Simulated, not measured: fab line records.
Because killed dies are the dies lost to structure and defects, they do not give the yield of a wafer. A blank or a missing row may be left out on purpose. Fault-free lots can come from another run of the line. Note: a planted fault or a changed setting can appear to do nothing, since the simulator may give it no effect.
fab line records	flow sky130
record: lots: 11	wafers: 33	last-day: 50
route steps=708 shown METAL4@598 CAP2M@607 PAD_OPEN@708
lots that met no fault: taken from a fault-free run of the same line
start-h: hours from the record's first day to the start of the lot's first wafer shown	wait-h: hours from the lot's prior step to this one	" as in the row above	L1.1+2: a row that stands for several wafers	- either no value or no given start	* or withheld: withheld	< > ~ a bound
route shown NAME@n: names a module that has steps shown in the file, with the first one's number in the route	usual: mean/standard deviation of fault-free wafers	same: alike in all rows	chamber/n: place in a boat	sites: readings site by site	_std_site: the values' standard deviation	_edge_site: mean of outer sites minus mean of inner sites	radius-mm: for every site, how far away it sits from the centre of the wafer	mask NAME#n: copy n	behind: the last tool/chamber to shape the wafer	hold: reason for holding the lot/hours on hold/outcome of the hold	device: transistor that didn't switch, given as n, p or np	end of line: the route-end tests of the same wafers	a step without rows: its recipe alone	killed: at the first sort, the dies lost to defects and structure; wafer yield is something else	map: a wafer's dies, x killed, . not, _ none there
set.NAME: setting as actually run; set.NAME@STEP: the setting as run at that earlier step	model.NAME: the simulator's own value behind a step, which no gauge read
steps of the route over a sample of lots; a table a step, a row a wafer
services: from which hour (start-h, from the record's first day; less than 0 if before it) a tool's chamber was out of use, for how many hours, and why
== steps ==
step: SKY_METAL4_SPUTTER_00
recipe: material: Ti	target-thk-nm: 15	power-w: 3000	time-s: 10	chamber-pressure-pa: 0.4
usual: chamber-pressure-pa: 0.4000/0.00086	throttle-valve-pct: 29.9/0.95
lot.wafer	tool	chamber	start-h	wait-h	chamber-pressure-pa	throttle-valve-pct
L165.2	pvd-sputter-01	-	928.78	0.2	0.3998	30.2
L165.4	"	-	"	"	0.3988	29.6
L165.5	"	-	"	"	0.4002	30.2
L167.2	pvd-sputter-04	-	938.71	0.1	0.4009	30.8
L167.4	"	-	"	"	0.4017	28.4
L167.5	"	-	"	"	0.4008	28.2
L166.2	pvd-sputter-01	-	941.88	0.2	0.3996	29.9
L166.5	"	-	"	"	0.3997	29.5
L166.6	"	-	"	"	0.3995	30.2
L169.2	pvd-sputter-04	-	959.36	0.1	0.4009	30.9
L169.4	"	-	"	"	0.3995	31.2
L169.6	"	-	"	"	0.3998	31.1
L173.1	pvd-sputter-04	-	995.70	0.1	0.4001	28.0
L173.4	"	-	"	"	0.3996	30.1
L173.6	"	-	"	"	0.3992	28.3
L176.1	pvd-sputter-04	-	1017.85	0.1	0.3547	30.1
L176.2	"	-	"	"	0.3989	31.0
L176.6	"	-	"	"	0.3984	30.2
L177.2	pvd-sputter-04	-	1024.47	0.1	0.3532	30.1
L177.5	"	-	"	"	0.4004	29.9
L177.6	"	-	"	"	0.3547	30.0
L178.2	pvd-sputter-04	-	1035.69	0.1	0.4009	30.9
L178.4	"	-	"	"	0.3553	29.8
L178.5	"	-	"	"	0.3994	30.2
L186.3	pvd-sputter-03	-	1073.07	0.1	0.3999	30.9
L186.4	"	-	"	"	0.3996	29.2
L186.5	"	-	"	"	0.4012	29.2
L187.2	pvd-sputter-03	-	1078.66	0.2	0.3995	31.0
L187.3	"	-	"	"	0.4011	29.0
L187.4	"	-	"	"	0.4012	29.5
L188.1	pvd-sputter-01	-	1080.51	0.1	0.3992	30.1
L188.3	"	-	"	"	0.3995	28.9
L188.5	"	-	"	"	0.3994	29.9
step: SKY_CAP2M_THK_MEAS_04
recipe: thk-meas-gauge: xrf	reads: TiN_of_CAP2M_SPUTTER_02
usual: CAP2M_TIN_THK: 195.6/2.8
lot.wafer	tool	chamber	start-h	wait-h	CAP2M_TIN_THK[nm]
L165.2	film-metro-03	-	929.25	0.1	195.8
L165.4	"	-	"	"	196.9
L165.5	"	-	"	"	200.1
L167.2	film-metro-01	-	939.19	0.1	193.4
L167.4	"	-	"	"	194.8
L167.5	"	-	"	"	191.9
L166.2	film-metro-02	-	942.35	0.1	199.1
L166.5	"	-	"	"	199.4
L166.6	"	-	"	"	201.7
L169.2	film-metro-01	-	959.88	0.1	195.6
L169.4	"	-	"	"	193.3
L169.6	"	-	"	"	194.3
L173.1	film-metro-01	-	996.16	0.1	193.0
L173.4	"	-	"	"	194.8
L173.6	"	-	"	"	194.2
L176.1	film-metro-02	-	1018.33	0.1	197.0
L176.2	"	-	"	"	195.9
L176.6	"	-	"	"	197.1
L177.2	film-metro-02	-	1024.95	0.1	195.9
L177.5	"	-	"	"	196.3
L177.6	"	-	"	"	193.6
L178.2	film-metro-02	-	1036.17	0.1	198.1
L178.4	"	-	"	"	199.6
L178.5	"	-	"	"	197.4
L186.3	film-metro-01	-	1073.55	0.1	188.9
L186.4	"	-	"	"	189.1
L186.5	"	-	"	"	189.1
L187.2	film-metro-02	-	1079.14	0.1	197.0
L187.3	"	-	"	"	198.9
L187.4	"	-	"	"	197.6
L188.1	film-metro-02	-	1080.97	0.1	195.8
L188.3	"	-	"	"	197.3
L188.5	"	-	"	"	197.4
step: SKY_CAP2M_METAL_ETCH_13
recipe: target-depth-nm: 220	stop-on: SiO2	chemistry: Cl2/BCl3	target: TiN	pressure-mtorr: 10	icp-w: 900	bias-w: 48.5	Cl2_flow_sccm: 60	bcl3-flow-sccm: 30	time-s: 62.9
usual: drypump-motor-current-A: 5.7/0.58	oes-product-au: 0.940/0.0076	throttle-valve-pct: 21.903/0.011
lot.wafer	tool	chamber	start-h	wait-h	drypump-motor-current-A	oes-product-au	rf-hours-counter-h	throttle-valve-pct
L165.2	rie-metal-04	1	952.47	0.0	6.1	0.946	4	21.900
L165.4	"	1	"	"	6.1	0.943	-	21.887
L165.5	"	1	"	"	6.1	0.949	-	21.883
L167.2	rie-metal-04	1	962.28	0.0	6.1	0.940	4	21.904
L167.4	"	1	"	"	6.1	0.938	-	21.891
L167.5	"	1	"	"	6.1	0.933	-	21.911
L166.2	rie-metal-01	0	965.89	0.0	5.3	0.949	-	21.904
L166.5	"	0	"	"	5.3	0.952	-	21.889
L166.6	"	0	"	"	5.3	0.950	-	21.884
L169.2	rie-metal-02	0	982.75	0.0	6.4	0.943	-	21.891
L169.4	"	0	"	"	6.4	0.939	-	21.912
L169.6	"	0	"	"	6.4	0.941	-	21.917
L173.1	rie-metal-04	1	1018.83	0.0	6.1	0.932	8	21.906
L173.4	"	0	"	"	5.0	0.941	-	21.916
L173.6	"	1	"	"	6.1	0.936	-	21.883
L176.1	rie-metal-04	1	1040.38	0.0	6.1	0.946	9	21.882
L176.2	"	0	"	"	4.9	0.942	5	21.929
L176.6	"	0	"	"	4.9	0.953	-	21.913
L177.2	rie-metal-04	1	1047.02	0.0	6.1	0.942	9	21.903
L177.5	"	1	"	"	6.1	0.942	-	21.900
L177.6	"	0	"	"	4.9	0.936	-	21.908
L178.2	rie-metal-04	1	1057.52	0.0	6.1	0.946	10	21.893
L178.4	"	0	"	"	5.0	0.945	-	21.905
L178.5	"	0	"	"	4.9	0.944	-	21.890
L186.3	rie-metal-01	0	1093.49	0.0	5.3	0.923	-	21.914
L186.4	"	1	"	"	6.6	0.924	-	21.897
L186.5	"	1	"	"	6.6	0.934	-	21.913
L187.2	rie-metal-04	1	1099.15	0.0	6.1	0.934	-	21.910
L187.3	"	1	"	"	6.1	0.950	-	21.882
L187.4	"	1	"	"	6.1	0.939	-	21.896
L188.1	rie-metal-01	1	1100.33	0.0	6.6	0.939	17	21.914
L188.3	"	0	"	"	5.3	0.946	-	21.896
L188.5	"	0	"	"	5.3	0.938	-	21.910
step: SKY_CAP2M_STRIP_14
recipe: chemistry: O2/N2	power-w: 1400	pressure-mtorr: 1500	platen-temp-c: withheld	o2-flow-sccm: 3000	n2-flow-sccm: 300	overash-fraction: 0.5
usual: drypump-motor-current-A: 5.7/0.61	oes-product-au: 0.710/0.004	strip-time-to-endpoint-s: 12.65/0.047
lot.wafer	tool	chamber	start-h	wait-h	drypump-motor-current-A	oes-product-au	rf-hours-counter-h	strip-time-to-endpoint-s
L165.2	plasma-asher-01	0	952.55	0.1	6.4	0.710	21	12.69
L165.4	"	1	"	"	5.0	0.709	-	12.70
L165.5	"	1	"	"	5.0	0.710	-	12.68
L167.2	plasma-asher-02	0	962.36	0.1	6.3	0.705	51	12.59
L167.4	"	0	"	"	6.3	0.704	-	12.61
L167.5	"	0	"	"	6.3	0.711	-	12.60
L166.2	plasma-asher-01	1	966.02	0.1	5.0	0.713	22	12.64
L166.5	"	1	"	"	5.0	0.716	-	12.64
L166.6	"	0	"	"	6.4	0.708	-	12.61
L169.2	plasma-asher-01	0	982.88	0.1	6.4	0.711	25	12.60
L169.4	"	0	"	"	6.4	0.704	-	12.63
L169.6	"	0	"	"	6.4	0.709	-	12.62
L173.1	plasma-asher-04	1	1018.91	0.1	5.0	0.708	122	12.76
L173.4	"	0	"	"	5.9	0.702	-	12.70
L173.6	"	1	"	"	5.0	0.716	-	12.75
L176.1	plasma-asher-01	0	1040.46	0.1	6.4	0.716	30	12.76
L176.2	"	1	"	"	5.0	0.715	30	12.68
L176.6	"	0	"	"	6.4	0.709	-	12.68
L177.2	plasma-asher-04	0	1047.09	0.1	5.9	0.715	125	12.64
L177.5	"	1	"	"	5.0	0.713	-	12.61
L177.6	"	0	"	"	5.9	0.710	-	12.60
L178.2	plasma-asher-01	0	1057.60	0.1	6.4	0.711	32	12.70
L178.4	"	1	"	"	5.0	0.710	-	12.66
L178.5	"	1	"	"	5.0	0.718	-	12.67
L186.3	plasma-asher-01	0	1093.58	0.1	6.4	0.707	-	12.68
L186.4	"	1	"	"	5.0	0.709	-	12.62
L186.5	"	0	"	"	6.4	0.708	-	12.60
L187.2	plasma-asher-01	0	1099.28	0.1	6.4	0.707	36	12.64
L187.3	"	1	"	"	5.0	0.718	-	12.65
L187.4	"	0	"	"	6.4	0.714	-	12.64
L188.1	plasma-asher-01	1	1100.41	0.1	5.0	0.712	37	12.61
L188.3	"	1	"	"	5.0	0.713	-	12.62
L188.5	"	1	"	"	5.0	0.709	-	12.62
step: SKY_PAD_OPEN_PROBE_99
usual: defect-limited-yield: 82.4/1.7	killed_at_M0_to_M3: 44/6.9	killed_at_M4_up: 3.3/1.7	killed-at-contacts: 24/4.7	killed-at-front-end: 15/4.5	killed-at-other: 0.2/0.49	killed-dies: 86/8.4	killed-on-rim: 17/4.2	killed-open: 47/6.5	killed-short: 39/6	sort_bin_3_pad_short: 0.9/0.4	sort_bin_5_function: 10.4/1.5	sort_bin_6_memory: 6.3/1	sort-n-pass: 406/8.4	sort-yield-pct: 82.4/1.7
same: gross-dies: 492	killed-at-back-side: 0	sort_bin_4_leakage[%]: 0	sort_bin_8_speed[%]: 0
lot.wafer	tool	chamber	start-h	wait-h	defect-limited-yield[%]	killed_at_M0_to_M3	killed_at_M4_up	killed-at-contacts	killed-at-front-end	killed-at-other	killed-dies	killed-on-rim	killed-open	killed-short	sort_bin_3_pad_short[%]	sort_bin_5_function[%]	sort_bin_6_memory[%]	sort-n-pass	sort-yield-pct[%]
L173.1	prober-02	-	1129.96	0.1	82.7	50	5	18	12	0	85	12	38	47	0.8	10.4	6.1	407	82.7
L173.4	prober-02	-	1130.11	0.2	82.5	44	3	24	15	0	86	16	47	39	1.0	10.8	5.7	406	82.5
L173.6	prober-02	-	1130.21	0.2	84.6	34	3	20	19	0	76	10	45	31	0.4	10.0	5.1	416	84.6
L176.1	prober-01	-	1147.46	0.1	83.9	46	3	19	11	0	79	14	41	38	0.8	10.2	5.1	413	83.9
L176.2	prober-01	-	1147.51	0.1	83.9	43	4	14	18	0	79	11	45	34	1.2	9.3	5.5	413	83.9
L176.6	prober-01	-	1147.71	0.2	82.1	46	5	24	13	0	88	18	52	36	0.6	11.6	5.7	404	82.1
L177.2	prober-02	-	1154.44	0.1	84.1	36	0	27	15	0	78	16	38	40	1.0	8.7	6.1	414	84.1
L177.5	prober-02	-	1154.59	0.2	83.5	37	2	27	15	0	81	14	48	33	1.4	9.3	5.7	411	83.5
L177.6	prober-02	-	1154.64	0.2	85.0	39	3	22	10	0	74	17	44	30	0.8	10.4	3.9	418	85.0
L178.2	prober-02	-	1162.72	0.1	82.9	48	0	18	18	0	84	26	47	37	0.2	10.8	6.1	408	82.9
L178.4	prober-02	-	1162.82	0.2	83.5	33	6	28	14	0	81	16	35	46	0.6	10.4	5.5	411	83.5
L178.5	prober-02	-	1162.87	0.2	81.5	43	7	28	13	0	91	24	43	48	0.6	10.2	7.7	401	81.5
killed by level:class
L173.1 VIA1:geometric-particle:open=12 METAL1:geometric-particle:short=11 CONTACT:geometric-particle:open=9 FIELD_ISO:geometric-particle:short=6 METAL2:geometric-particle:short=6 VIA2:geometric-particle:short=5 LI_CONTACT:geometric-particle:short=4 VIA2:geometric-particle:open=4
L173.4 VIA1:geometric-particle:open=13 CONTACT:geometric-particle:open=11 METAL1:geometric-particle:short=8 VIA2:geometric-particle:short=5 VIA2:geometric-particle:open=5 FIELD_ISO:geometric-particle:open=4 LI_CONTACT:geometric-particle:open=4 CONTACT:geometric-particle:short=4
L173.6 VIA1:geometric-particle:open=14 CONTACT:geometric-particle:open=10 FIELD_ISO:geometric-particle:short=5 POLY_GATE:geometric-particle:open=5 POLY_GATE:geometric-particle:short=5 METAL1:geometric-particle:short=5 LI_CONTACT:geometric-particle:open=4 VIA2:geometric-particle:open=4
L176.1 VIA1:geometric-particle:open=11 VIA2:geometric-particle:open=6 METAL2:geometric-particle:short=6 VIA3:geometric-particle:open=6 LI_CONTACT:geometric-particle:open=4 CONTACT:geometric-particle:short=4 CONTACT:geometric-particle:open=4 VIA1:geometric-particle:short=4
L176.2 VIA1:geometric-particle:open=12 VIA3:geometric-particle:open=8 FIELD_ISO:geometric-particle:open=5 FIELD_ISO:geometric-particle:short=5 METAL2:geometric-particle:short=5 LI_CONTACT:geometric-particle:open=4 CONTACT:geometric-particle:open=4 POLY_GATE:geometric-particle:open=3
L176.6 LI_CONTACT:geometric-particle:open=10 VIA2:geometric-particle:open=9 VIA1:geometric-particle:open=8 CONTACT:geometric-particle:open=8 METAL2:geometric-particle:short=7 VIA3:geometric-particle:open=6 METAL1:geometric-particle:short=5 CONTACT:geometric-particle:short=5
L177.2 CONTACT:geometric-particle:open=9 VIA1:geometric-particle:open=8 CONTACT:geometric-particle:short=7 POLY_GATE:geometric-particle:short=6 VIA1:geometric-particle:short=6 VIA3:geometric-particle:open=6 LI_CONTACT:geometric-particle:open=5 VIA2:geometric-particle:open=5
L177.5 CONTACT:geometric-particle:open=9 VIA3:geometric-particle:open=8 VIA2:geometric-particle:open=8 LOCAL_INTERCONNECT:geometric-particle:short=7 FIELD_ISO:geometric-particle:open=6 LI_CONTACT:geometric-particle:open=6 VIA1:geometric-particle:open=5 METAL3:geometric-particle:short=5
L177.6 LI_CONTACT:geometric-particle:open=11 VIA1:geometric-particle:open=10 VIA2:geometric-particle:open=6 VIA3:geometric-particle:open=5 CONTACT:geometric-particle:open=4 METAL1:geometric-particle:short=4 VIA1:geometric-particle:short=4 POLY_GATE:geometric-particle:short=3
L178.2 VIA1:geometric-particle:open=12 VIA3:geometric-particle:open=8 FIELD_ISO:geometric-particle:short=7 CONTACT:geometric-particle:open=7 VIA2:geometric-particle:short=5 VIA2:geometric-particle:open=5 LOCAL_INTERCONNECT:geometric-particle:short=4 METAL3:geometric-particle:short=4
L178.4 METAL1:geometric-particle:short=8 CONTACT:geometric-particle:open=7 LI_CONTACT:geometric-particle:short=6 LI_CONTACT:geometric-particle:open=6 VIA1:geometric-particle:open=5 VIA1:geometric-particle:short=5 METAL4:geometric-particle:short=5 CONTACT:geometric-particle:short=4
L178.5 CONTACT:geometric-particle:open=10 VIA1:geometric-particle:open=9 CONTACT:geometric-particle:short=7 VIA3:geometric-particle:open=7 VIA2:geometric-particle:open=7 METAL4:geometric-particle:short=7 LOCAL_INTERCONNECT:geometric-particle:short=6 METAL3:geometric-particle:short=5
== services ==
tool	chamber	start-h	hours	kind
rie-metal-02	-	921.47	15.6	pm
rie-metal-02	-	938.23	0.4	repair
rie-metal-02	-	938.30	1.4	repair
rie-metal-02	-	946.98	1.5	repair
rie-metal-01	0	950.78	12.2	repair
rie-metal-02	-	955.29	0.6	repair
plasma-asher-02	-	967.12	12.5	repair
pvd-sputter-01	-	974.42	0.8	repair
rie-metal-02	1	979.04	6.5	repair
plasma-asher-02	-	979.59	2.8	pm
rie-metal-02	0	991.75	16.0	repair
plasma-asher-02	-	1009.30	3.3	repair
plasma-asher-01	-	1015.56	2.1	repair
rie-metal-01	0	1024.59	-	clean
rie-metal-01	0	1024.59	24.9	scheduled-down
rie-metal-01	0	1024.59	24.9	vent-cycle
plasma-asher-01	-	1045.97	1.5	repair
plasma-asher-04	-	1055.25	9.0	pm
rie-metal-01	1	1070.46	21.6	repair
rie-metal-01	-	1073.64	1.1	repair
rie-metal-02	0	1082.83	14.1	repair
rie-metal-02	-	1091.49	1.4	pm
rie-metal-04	0	1092.78	32.9	repair
pvd-sputter-03	-	1097.06	10.1	repair
== key ==
first-sign: step: SKY_METAL4_SPUTTER_00	reading: chamber-pressure-pa	direction: down	sigmas: 53	usual: 0.4000	struck: 0.3545
effect none on later readings
met-at SKY_METAL4_SPUTTER_00
struck-lots L176,L177,L178
struck-wafers L176.1,L177.2,L177.6,L178.4
not-acting-at SKY_CAP2M_THK_MEAS_04,SKY_CAP2M_METAL_ETCH_13,SKY_CAP2M_STRIP_14
onset-between 995.70 1017.85
fault: kind: process-parameter-drift	tool: pvd-sputter-04	chamber: -	onset-h: 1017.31	steps: SKY_METAL4_SPUTTER_00	channel: chamber-pressure-pa	offset: -0.044956	shape: step	end-h: 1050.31	acts-in: these-recipes-only	stated: 0.4	scope: struck-wafers-only
